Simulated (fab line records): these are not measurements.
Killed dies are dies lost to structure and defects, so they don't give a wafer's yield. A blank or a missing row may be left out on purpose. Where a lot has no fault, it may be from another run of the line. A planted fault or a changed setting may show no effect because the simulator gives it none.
8D (eight disciplines) problem report, filled in by code || flow sky130 || the parts of the form that need people (team, actions taken, sign-off) are left out

## 1. WHAT WENT WRONG
At SKY_METAL4_ETCH_16, biasW averages 105.9 W over 6 wafers from 2 lots, while fault-free wafers read 100.1 W, standard deviation 0.35. Measured from the usual mean, that is +17 standard deviations.
The step: etches BARC in N2/H2, stops on SiO2, time 88.2 s, target depth 60 nm.
Earliest sighting: wafer L828.2 on rieMetal-03 at day 43 21:52. At this step, 18 wafers from 6 lots have a number in the record. The rule behind "out" and "out of limits": a value lying over 4 standard deviations away from the usual mean. All remaining wafers that have a number are taken as sound.

## 2. WHAT IT IS; WHAT IT IS NOT
{"question": "which readings at this step", "is": "biasW", "is not": "drypumpMotorCurrentA, h2FlowSccm, oesProductAu, rfFwdPowerW"}
{"question": "which lots", "is": "L828, L830", "is not": "L822, L826, L840, L843"}
{"question": "which wafers of those lots", "is": "all that have a number", "is not": "-"}
{"question": "read on which tools", "is": "rieMetal-03", "is not": "rieMetal-04"}
{"question": "when", "is": "from day 43 21:52", "is not": "up to then (6 sound wafers); but 6 sound wafers of L840, L843 came after"}

## 3. SUSPECTS, AND WHAT RULES EACH OUT
Counting: any tool at a process step up to the reading is kept as a suspect provided that every lot that is out went through it and no sound lot did after the first of them.
- rieMetal-03 at SKY_METAL4_DESCUM_15 (chemistry O2, time 8 s): ruled out as a lasting fault. The sound lots L843 went through it after L828, its earliest lot that is out (day 43 21:50).
- rieMetal-03 at SKY_METAL4_ETCH_16 (etches BARC in N2/H2, stops on SiO2, time 88.2 s, target depth 60 nm): ruled out as a lasting fault. The sound lots L843 went through it after L828, its earliest lot that is out (day 43 21:52).
Left after counting: nothing in the record.

## 4. THE CAUSE (what the simulator had put in)
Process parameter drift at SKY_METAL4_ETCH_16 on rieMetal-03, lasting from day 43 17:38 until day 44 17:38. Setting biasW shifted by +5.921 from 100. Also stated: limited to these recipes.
Counting ruled it out, wrongly.

## 5. SEQUENCE OF EFFECTS, ordered by route
Each row: a reading whose mean over the struck wafers that have a number lies more than 3 standard deviations from the usual. Scope: only readings with a usual standard deviation given in the record; hours: median across lots of the time from each lot's start at the first step in this table that gives one to its start at this step; sigmas: change in usual standard deviations.
{"hours": 0, "step": "SKY_METAL4_ETCH_16", "reading": "biasW", "usual": "100.1 W", "on struck wafers": 105.9, "change": "+5.8", "sigmas": "+17"}
Its process steps:
- SKY_METAL4_ETCH_16: etches BARC in N2/H2, stops on SiO2, time 88.2 s, target depth 60 nm.

## 6. WHAT WOULD HAVE CAUGHT IT SOONER
The fault began at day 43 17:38; the first out-of-limits reading in this record came at day 43 21:52, 4 hours later.
